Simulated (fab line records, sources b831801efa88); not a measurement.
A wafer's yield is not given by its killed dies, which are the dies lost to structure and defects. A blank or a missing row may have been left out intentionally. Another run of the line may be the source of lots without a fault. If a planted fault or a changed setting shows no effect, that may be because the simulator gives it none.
Struck lot and sound lot, side by side ; flow sky130 ; 17 steps out of a route of 708
Sound: the wafers L396.1, L396.4, L396.5. Wafers L405.3, L405.5, L405.6 were the ones struck. Last of all comes the cause.
Per side, at each step with rows, come the tool, then ch with its chambers, and then its first start. Under that, the readings that differ: sound wafers ; struck wafers ; difference of the means ; sigmas: that difference in standard deviations of wafers without a fault.
alike: readings whose means differ by less than 2 such deviations, and words and numbers that are the same on both sides. not compared: withheld readings, readings that some wafer has no value for, bounds like >300 that may hide the same value, and numbers for which the record gives no deviation and whose values overlap.
The two part at a step that has a row with sigmas, a row that says differs or no value, or rows on one side only. When numbers do not overlap yet have no deviation, they are printed without sigmas and do not part them. A reading missing from all wafers of one side parts the sides only when that side holds two or more wafers.

SKY_METAL4_SPUTTER_04: material TiN, target thk 70 nm, time 58.3 s.
  sound: pvd_sputter-01 at day 41 14:16; struck: pvd_sputter-04 at day 44 03:03
  alike: throttle_valve_pct
SKY_CAP2M_CVD_00: deposits SiO2, target thk 15.5 nm.
  sound on pecvd-01 ch 0,1,2, day 41 14:19; struck on pecvd-02 ch 0,2, day 44 03:06
  alike: heater_power_w
SKY_CAP2M_THK_MEAS_01:
  sound: film_metro-04 at day 41 14:20; struck: film_metro-04 at day 44 03:08
reading;sound;struck;difference;sigmas
CAP2M_CVD_00_THK (nm);15.20 15.27 15.33;15.63 16.03 15.86;+0.57;+3
SKY_CAP2M_SPUTTER_02: material TiN, target thk 200 nm, time 166.7 s.
  sound: pvd_sputter-04 at day 41 14:24; struck: pvd_sputter-03 at day 44 03:11
  alike: throttle_valve_pct
SKY_CAP2M_RS_MEAS_03: the measuring method here is four-point-probe.
  sound: film_metro-02 at day 41 14:31; struck: film_metro-01 at day 44 03:20
  alike: CAP2M_TIN_RS
SKY_CAP2M_THK_MEAS_04: measures by xrf.
  sound: film_metro-02 at day 41 14:38; struck: film_metro-01 at day 44 03:26
  alike: CAP2M_TIN_THK
then, 6 steps without rows for these wafers: SKY_CAP2M_DEHYDRATE_05 (time 60 s); SKY_CAP2M_HMDS_06 (prime time 60 s); SKY_CAP2M_COAT_07 (resist thk 1140 nm); SKY_CAP2M_SOFTBAKE_08 (time 60 s); SKY_CAP2M_EXPOSE_09 (exposes mask CAP2M, target cd 1000 nm); SKY_CAP2M_PEB_10.
SKY_CAP2M_DEVELOP_11: develop time 60 s.
  sound on litho_track-01 ch 0, day 42 13:50; struck on litho_track-01 ch 0, day 45 01:44
SKY_CAP2M_OVL_MEAS_12:
  sound: overlay-02 at day 42 13:59; struck: overlay-02 at day 45 01:50
  alike: CAP2M_OVL
SKY_CAP2M_METAL_ETCH_13: etches TiN in Cl2/BCl3, stops on SiO2, target depth 220 nm, time 62.9 s.
  sound on rie_metal-01 ch 0,1, day 42 14:01; struck on rie_metal-01 ch 0,1, day 45 01:53
reading;sound;struck;difference;sigmas
model.CAP2M.cd_nm (nm);1003 1002 1002;990.9 990.7 991.6;-11.3;
  alike: drypump_motor_current_A, oes_product_au, throttle_valve_pct
  not compared: rf_hours_counter_h
SKY_CAP2M_STRIP_14: strips in O2/N2.
  sound on plasma_asher-01 ch 1, day 42 14:05; struck on plasma_asher-02 ch 0,1, day 45 01:59
  alike: drypump_motor_current_A, oes_product_au, strip_time_to_endpoint_s
  not compared: rf_hours_counter_h
-- the record jumps here: 4 days lie between the struck wafers' starts before and after (it left off in module CAP2M and takes up again in module PAD_OPEN, whose first step shown is number 708 of the route) --
SKY_PAD_OPEN_PROBE_99:
  sound: prober-01 at day 47 09:56; struck: prober-02 at day 49 10:08
  alike: defect_limited_yield, killed_at_M0_to_M3, killed_at_M4_up, killed_at_contacts, killed_at_front_end, killed_at_other, killed_dies, killed_open, killed_short, sort_bin_3_pad_short, sort_bin_5_function, sort_bin_6_memory, sort_n_pass, sort_yield_pct

== WHERE THEY PART ==
Only at SKY_CAP2M_THK_MEAS_01, within this record. Later steps at which nothing parts them and some readings are alike: SKY_CAP2M_SPUTTER_02, SKY_CAP2M_RS_MEAS_03, SKY_CAP2M_THK_MEAS_04, SKY_CAP2M_OVL_MEAS_12, SKY_CAP2M_METAL_ETCH_13, SKY_CAP2M_STRIP_14, SKY_PAD_OPEN_PROBE_99.

WHY: what the simulator had put in
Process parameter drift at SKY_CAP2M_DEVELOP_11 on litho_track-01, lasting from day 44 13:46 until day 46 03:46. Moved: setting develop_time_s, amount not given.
